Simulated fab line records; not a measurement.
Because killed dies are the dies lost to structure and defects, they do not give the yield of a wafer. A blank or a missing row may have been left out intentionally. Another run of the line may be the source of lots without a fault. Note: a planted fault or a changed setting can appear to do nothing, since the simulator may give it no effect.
Chamber matching || flow gf180mcu || 4 sister chambers for GF_V1_CMP_04 on cmp-01
The step polishes SiO2. 4 wafers are shown with their chamber, then 7 later ones without.

WAFERS PAIRED WITH THEIR CHAMBERS
{"wafer": "L597.2", "chamber": 1, "motor_current_A (A)": 11.8}
{"wafer": "L597.6", "chamber": 2, "motor_current_A (A)": 11.1}
{"wafer": "L598.3", "chamber": 0, "motor_current_A (A)": 9.4}
{"wafer": "L598.4", "chamber": 3, "motor_current_A (A)": 10.5}

WAFERS MISSING THEIR CHAMBER
{"wafer": "L598.6", "motor_current_A (A)": 10.1}
{"wafer": "L603.4", "motor_current_A (A)": 9.4}
{"wafer": "L603.5", "motor_current_A (A)": 10.9}
{"wafer": "L603.6", "motor_current_A (A)": 9.9}
{"wafer": "L614.1", "motor_current_A (A)": 10.8}
{"wafer": "L614.2", "motor_current_A (A)": 12.7}
{"wafer": "L614.5", "motor_current_A (A)": 10.6}

WHICH CHAMBER EACH ONE RAN IN
{"wafer": "L598.6", "from the rows above": "can't be placed: 3 or 0 or 2", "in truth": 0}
{"wafer": "L603.4", "from the rows above": 0, "in truth": 0}
{"wafer": "L603.5", "from the rows above": "can't be placed: 2 or 3 or 1", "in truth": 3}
{"wafer": "L603.6", "from the rows above": "can't be placed: 0 or 3 or 2", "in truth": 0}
{"wafer": "L614.1", "from the rows above": "can't be placed: 2 or 3 or 1", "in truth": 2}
{"wafer": "L614.2", "from the rows above": "can't be placed: 1 or 2", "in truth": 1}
{"wafer": "L614.5", "from the rows above": "can't be placed: 3 or 2", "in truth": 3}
Correct placement for 1 of the 7. Unplaceable from these rows: 6, with the true chamber sitting among the candidates in 6. Number placed wrongly: 0.
How it was worked out, from the rows above alone: a wafer's distance from a chamber is the root of the sum, over the readings, of the square of ((its reading less the chamber's mean) divided by the reading's scatter). The wafer belongs to the nearest chamber; if the next one is less than 2 further off, it can't be placed. For every chamber, the mean is computed from those of its wafers that are shown. The scatter (one wafer shown for each chamber): square how far every hidden wafer sits from the nearest shown wafer, average those squares and take the square root.
